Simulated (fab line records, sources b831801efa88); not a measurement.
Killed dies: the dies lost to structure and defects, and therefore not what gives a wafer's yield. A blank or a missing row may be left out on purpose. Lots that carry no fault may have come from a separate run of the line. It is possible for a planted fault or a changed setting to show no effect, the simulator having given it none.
One fault through the eyes of 2 desks || flow gf180mcu || only its own numbers are on each desk; what lay behind them is given at the end

THE METROLOGY DESK
What the gauges read for every lot (on any tool): the sampled wafers with a number, averaged. If a lot's mean is further than 4 standard deviations from the usual mean, the lot is out of limits and carries the mark OUT (the distance appears in the brackets).
Columns: A = VT_IMPLANT_TW at GF_VT_IMPLANT_TW_MEAS_10, usual 562; B = VT_IMPLANT_4_TW at GF_VT_IMPLANT_TW_MEAS_43, usual 688; C = POLY_GATE_CVD_00_THK at GF_POLY_GATE_THK_MEAS_01, usual 200.3 nm; D = HV_LDD_RS at GF_HV_LDD_RS_MEAS_53, usual 418.4 ohm/sq
{"lot": "L802", "first seen here": "day 5 11:50", "A": 561, "B": 693, "C": 202.3, "D": 418.2}
{"lot": "L803", "first seen here": "day 5 18:43", "A": 566, "B": 691, "C": 199.8, "D": 419.2}
{"lot": "L805", "first seen here": "day 6 05:19", "A": 561, "B": 684, "C": 200.0, "D": 417.4}
{"lot": "L806", "first seen here": "day 6 13:22", "A": 564, "B": 697, "C": 201.4, "D": 417.0}
{"lot": "L808", "first seen here": "day 6 23:22", "A": 559, "B": 691, "C": 201.2, "D": 418.1}
{"lot": "L809", "first seen here": "day 7 14:41", "A": 557, "B": 688, "C": 199.2, "D": 417.7}
{"lot": "L811", "first seen here": "day 7 21:01", "A": 565, "B": 695, "C": 199.8, "D": 418.3}
{"lot": "L812", "first seen here": "day 8 16:40", "A": 564, "B": 687, "C": 199.0, "D": 418.8}
{"lot": "L813", "first seen here": "day 9 02:27", "A": 562, "B": 689, "C": 200.7, "D": 417.4}
{"lot": "L819", "first seen here": "day 10 03:37", "A": 567, "B": 685, "C": 200.6, "D": "-"}
{"lot": "L821", "first seen here": "day 10 19:45", "A": 561, "B": 691, "C": 200.0, "D": "-"}
{"lot": "L823", "first seen here": "day 11 03:40", "A": 567, "B": 683, "C": 201.6, "D": 418.5}
{"lot": "L824", "first seen here": "day 11 07:55", "A": 568, "B": 682, "C": 200.0, "D": 419.0}
{"lot": "L825", "first seen here": "day 11 12:10", "A": 554, "B": 686, "C": 201.4, "D": 419.5}
Result from this desk: across the 14 lots, nothing is out of limits.

THE TOOL OWNER'S DESK: implanter-01
The tool's own readings at GF_HV_LDD_IMPLANT_36: means of the sampled wafers that have a number, for each lot that ran on this tool. If a lot's mean is further than 4 standard deviations from the usual mean, the lot is out of limits and carries the mark OUT (the distance appears in the brackets).
Columns: A = tiltDeg at GF_HV_LDD_IMPLANT_36, usual 29.998 degrees
{"lot": "L802", "first seen here": "day 11 07:56", "A": 29.989}
{"lot": "L803", "first seen here": "day 11 15:37", "A": 29.980}
{"lot": "L806", "first seen here": "day 12 17:11", "A": 29.989}
{"lot": "L808", "first seen here": "day 13 08:40", "A": 29.991}
{"lot": "L809", "first seen here": "day 14 01:22", "A": 30.001}
{"lot": "L811", "first seen here": "day 14 10:53", "A": 29.995}
{"lot": "L819", "first seen here": "day 17 07:08", "A": "31.485 (+74) OUT"}
{"lot": "L821", "first seen here": "day 18 04:19", "A": "31.516 (+76) OUT"}
This desk finds L819, L821 out of limits, L819 being first, at day 17 07:08 (tiltDeg at GF_HV_LDD_IMPLANT_36). L802, L803, L806, L808, L809, L811: within limits.

TAKEN TOGETHER
At day 17 07:08, on L819, L821, the tool owner's desk was in a position to raise an alarm.
The metrology desk saw nothing out of limits.
The metrology desk has L819, L821 on record, within its limits.
Of the lots named, all ran GF_HV_LDD_IMPLANT_36 on implanter-01.

WHAT HAD BEEN PUT IN BY THE SIMULATOR
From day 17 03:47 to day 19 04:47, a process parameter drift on implanter-01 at GF_HV_LDD_IMPLANT_36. From 30, the setting tiltDeg moved by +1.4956. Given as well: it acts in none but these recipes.
Lots struck among those shown: L819, L821.
Time in hours from fault onset to the first out-of-limits reading at each desk: the tool owner's desk, 3.
